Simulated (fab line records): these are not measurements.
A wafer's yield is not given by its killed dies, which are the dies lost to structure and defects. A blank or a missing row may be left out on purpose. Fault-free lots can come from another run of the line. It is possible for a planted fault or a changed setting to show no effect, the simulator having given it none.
Which of the tools did it? | flow sky130 | 14 lots with 42 wafers sampled at 4 steps, on a route of 708 steps

== WHAT THE GAUGES READ, wafer by wafer ==
The record holds no reading of a measuring or inspecting step that can be judged against a usual standard deviation.

== WHICH TOOL RAN EACH LOT (tool, then ch and the chambers of the sampled wafers, then the start) ==
lot  | SKY_FIELD_ISO_ETCH_17           | SKY_FIELD_ISO_ANNEAL_26      | SKY_NWELL_RTA_28                 | SKY_CONTACT_ETCH_18
L121 | rie si-02 ch 0,1,2, day 2 12:11 | furnace-02 ch 0, day 2 14:00 | rtp anneal-02 ch 0, day 5 12:40  | rie diel-04 ch 0,1,2, no start
L123 | rie si-02 ch 0,1,2, day 2 21:08 | furnace-02 ch 0, day 3 00:00 | rtp anneal-01 ch 0, day 6 03:06  | rie diel-04 ch 0,2,3, no start
L124 | rie si-02 ch 0,1,3, day 3 05:23 | furnace-01 ch 0, day 3 07:07 | rtp anneal-02 ch 0, day 6 07:57  | rie diel-04 ch 0,1,2, no start
L125 | rie si-01 ch 0,1,2, day 3 08:05 | furnace-02 ch 0, day 3 11:20 | rtp anneal-01 ch 0, day 6 14:54  | rie diel-02 ch 0,3, no start
L126 | rie si-01 ch 1,2,3, day 3 12:17 | furnace-01 ch 0, day 3 15:23 | rtp anneal-02 ch 0, day 6 21:10  | rie diel-02 ch 0,1, no start
L128 | rie si-02 ch 0,2, day 3 21:59   | furnace-02 ch 0, day 4 02:09 | rtp anneal-02 ch 0, day 7 07:44  | rie diel-02 ch 0,3, no start
L129 | rie si-02 ch 0,2,3, day 4 02:56 | furnace-02 ch 0, day 4 07:52 | rtp anneal-02 ch 0, day 7 13:04  | rie diel-04 ch 0,1,3, no start
L131 | rie si-02 ch 0,2,3, day 4 14:41 | furnace-01, day 4 17:04      | -                                | -
L132 | rie si-02 ch 2,3, day 4 18:29   | furnace-02, day 4 21:00      | -                                | -
L134 | rie si-01 ch 0,1,3, day 5 06:38 | furnace-01 ch 0, day 5 09:33 | rtp anneal-01 ch 0, day 8 20:21  | rie diel-02 ch 1,2,3, no start
L135 | rie si-02 ch 0,2,3, day 5 10:47 | furnace-01 ch 0, day 5 15:12 | rtp anneal-01 ch 0, day 9 05:20  | rie diel-04 ch 0,1,2, no start
L141 | rie si-02 ch 1,2, day 6 19:20   | furnace-01 ch 0, day 7 01:23 | rtp anneal-01 ch 0, day 10 23:05 | rie diel-04 ch 0,1,3, no start
L142 | rie si-02 ch 2,3, day 7 01:08   | furnace-01 ch 0, day 7 09:35 | rtp anneal-01 ch 0, day 11 07:28 | rie diel-02 ch 0,1,3, no start
L143 | rie si-02 ch 0,1, day 7 04:38   | furnace-01 ch 0, day 7 09:35 | rtp anneal-02 ch 0, day 11 08:14 | rie diel-03 ch 1,2, no start
- SKY_FIELD_ISO_ETCH_17: etches Si in HBr/Cl2/O2, target depth 342 nm, time 97.7 s.
- SKY_FIELD_ISO_ANNEAL_26: time 1800 s.
- SKY_NWELL_RTA_28: time 30 s.
- SKY_CONTACT_ETCH_18: etches Si3N4 in CHF3/O2, stops on TiN, time 39 s, target depth 75 nm.

== AS READ BY THE TOOLS THEMSELVES (means over the sampled wafers that have a number; for cases with no such wafer, the mark the record gives instead) ==
SKY_FIELD_ISO_ETCH_17.
lot  | tool      | drypump motor current A (A) | oes product au (a.u.) | throttle valve pct (%)
L121 | rie si-02 | 5.76                        | 0.996                 | 25.659
L123 | rie si-02 | 5.77                        | 1.000                 | 25.654
L124 | rie si-02 | 5.81                        | 0.999                 | 25.667
L125 | rie si-01 | 5.61                        | 0.993                 | 25.662
L126 | rie si-01 | 5.40                        | 1.002                 | 25.651
L128 | rie si-02 | 5.77                        | 1.014                 | 25.642
L129 | rie si-02 | 5.82                        | 1.011                 | 25.649
L131 | rie si-02 | 5.82                        | 1.006                 | 25.644
L132 | rie si-02 | 6.06                        | 1.008                 | 25.652
L134 | rie si-01 | 5.64                        | 1.009                 | 25.650
L135 | rie si-02 | 5.80                        | 1.006                 | 25.646
L141 | rie si-02 | 5.95                        | 0.995                 | 25.671
L142 | rie si-02 | 6.04                        | 1.004                 | 25.656
L143 | rie si-02 | 5.57                        | 0.996                 | 25.657

SKY_FIELD_ISO_ANNEAL_26.
lot  | tool       | spike tc bottom C (C) | spike tc centre C (C) | zone power centre pct (%)
L121 | furnace-02 | 1018.9                | 1001.2                | 22.6
L123 | furnace-02 | 1019.3                | 1000.7                | 22.7
L124 | furnace-01 | 1017.4                | 999.8                 | 23.1
L125 | furnace-02 | 1019.9                | 1001.5                | 22.7
L126 | furnace-01 | 1017.0                | 999.7                 | 23.1
L128 | furnace-02 | 1019.5                | 1000.1                | 22.4
L129 | furnace-02 | 1020.3                | 1001.6                | 22.7
L131 | furnace-01 | -                     | -                     | -
L132 | furnace-02 | -                     | -                     | -
L134 | furnace-01 | 1018.4                | 999.4                 | 22.9
L135 | furnace-01 | 1017.3                | 999.8                 | 23.0
L141 | furnace-01 | 1016.7                | 1000.0                | 23.1
L142 | furnace-01 | 1017.3                | 998.4                 | 23.0
L143 | furnace-01 | 1017.3                | 998.8                 | 23.1

SKY_NWELL_RTA_28.
lot  | tool          | lamp power pct (%) | wafer_temp_C_max
L121 | rtp anneal-02 | 25.34              | 1055.1
L123 | rtp anneal-01 | 25.27              | 1055.2
L124 | rtp anneal-02 | 25.31              | 1055.0
L125 | rtp anneal-01 | 25.29              | 1055.1
L126 | rtp anneal-02 | 25.34              | 1055.1
L128 | rtp anneal-02 | 25.34              | 1054.9
L129 | rtp anneal-02 | 25.28              | 1054.7
L134 | rtp anneal-01 | 25.29              | 1055.2
L135 | rtp anneal-01 | 25.27              | 1053.9
L141 | rtp anneal-01 | 25.35              | 1054.6
L142 | rtp anneal-01 | 25.30              | 1054.7
L143 | rtp anneal-02 | 25.23              | 1055.3

SKY_CONTACT_ETCH_18.
lot  | tool        | chf3 flow sccm (sccm) | drypump motor current A (A) | oes product au (a.u.) | throttle valve pct (%)
L121 | rie diel-04 | 50.03                 | 5.6                         | 0.849                 | 8.790
L123 | rie diel-04 | 50.06                 | 5.7                         | 0.864                 | 8.797
L124 | rie diel-04 | 49.89                 | 5.6                         | 0.843                 | 8.796
L125 | rie diel-02 | 50.00                 | 6.4                         | 0.847                 | 8.793
L126 | rie diel-02 | 50.04                 | 6.0                         | 0.858                 | 8.803
L128 | rie diel-02 | 49.94                 | 6.4                         | 0.851                 | 8.789
L129 | rie diel-04 | 49.97                 | 5.8                         | 0.857                 | 8.806
L134 | rie diel-02 | 50.01                 | 6.1                         | 0.854                 | 8.794
L135 | rie diel-04 | 50.08                 | 5.6                         | 0.859                 | 8.806
L141 | rie diel-04 | 50.02                 | 5.8                         | 0.858                 | 8.795
L142 | rie diel-02 | 50.07                 | 6.2                         | 0.859                 | 8.798
L143 | rie diel-03 | 50.29                 | 5.4                         | 0.859                 | 8.799

== THE ANSWER, worked out from the rows above alone ==
Rule: usual is defined by the lots themselves. The widest of any qualifying gaps counts: lots, ordered by their means at a reading, are off when they make up no more than a third of the lots, leave a main group of 4 or more, and stand apart from it by 3 or more times the standard deviation of that group's means. A main group is skipped when, at the precision printed for the reading in the tables above, its means are all equal. Also off: a lot with no number at a reading for which 4 or more lots have one. All remaining lots with rows at the step are treated as sound. Order of review: gauges by route order, followed by the tools' own readings, for which a lot's mean as printed above is used. At the first step where some lot is off, the reading lying furthest off is the one used; lots without a number count as furthest.
Off at SKY_FIELD_ISO_ANNEAL_26 (spike tc bottom C): L131, L132. Without a number there: L131, L132. Main group: mean 1018.3 C, sd 1.2.
If a tool, at that step or one of the process steps before it, ran each lot that is off and ran no sound lot following the first of them, it fits. None of those tried fits.

== WHAT HAD BEEN PUT IN BY THE SIMULATOR ==
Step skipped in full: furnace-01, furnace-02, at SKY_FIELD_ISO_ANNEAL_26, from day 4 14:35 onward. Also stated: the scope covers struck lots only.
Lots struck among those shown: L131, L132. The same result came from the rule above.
